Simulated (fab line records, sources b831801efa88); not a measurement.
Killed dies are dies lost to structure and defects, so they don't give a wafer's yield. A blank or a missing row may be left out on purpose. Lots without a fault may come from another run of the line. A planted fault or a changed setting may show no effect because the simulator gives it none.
Which tool did it? | flow gf180mcu | 7 lots, 21 wafers sampled, at 1 step of a route of 602

WHAT THE GAUGES READ, wafer by wafer
GF_HV_LDD_TW_MEAS_23.
lot  | measured     | on            | HV_LDD_2_TW
L225 | day 11 09:53 | film_metro-03 | 1054 1050 1052
L228 | day 12 04:42 | film_metro-03 | 1053 1059 1053
L231 | day 13 04:32 | film_metro-02 | 1049 1050 1054
L234 | day 14 06:22 | film_metro-01 | 1059 1059 1064
L236 | day 14 20:49 | film_metro-03 | 1057 1052 1055
L243 | day 17 11:19 | film_metro-03 | 1053 1056 1057
L245 | day 18 07:55 | film_metro-02 | 1048 1053 1052

WHICH TOOL RAN EACH LOT (tool, then ch and the chambers of the sampled wafers, then the start)
The record holds no process step before these readings.

THE ANSWER, worked out from the rows above alone
Rule: what is usual is taken from the lots themselves. Put in order of their means at a reading, lots are off if they are a third of the lots or fewer, leave a main group of 4 or more, and stand apart from it by a gap of 3 or more times the standard deviation of the main group's means; of several such gaps the widest counts. A main group whose means are all the same, to the digits that the tables above print for the reading, isn't used. A lot without any number at a reading at which 4 lots or more have one is off too. The other lots that the step has rows for count as sound.
No lot is off at any reading shown: from this, nothing can be told.

WHAT THE SIMULATOR HAD PUT IN
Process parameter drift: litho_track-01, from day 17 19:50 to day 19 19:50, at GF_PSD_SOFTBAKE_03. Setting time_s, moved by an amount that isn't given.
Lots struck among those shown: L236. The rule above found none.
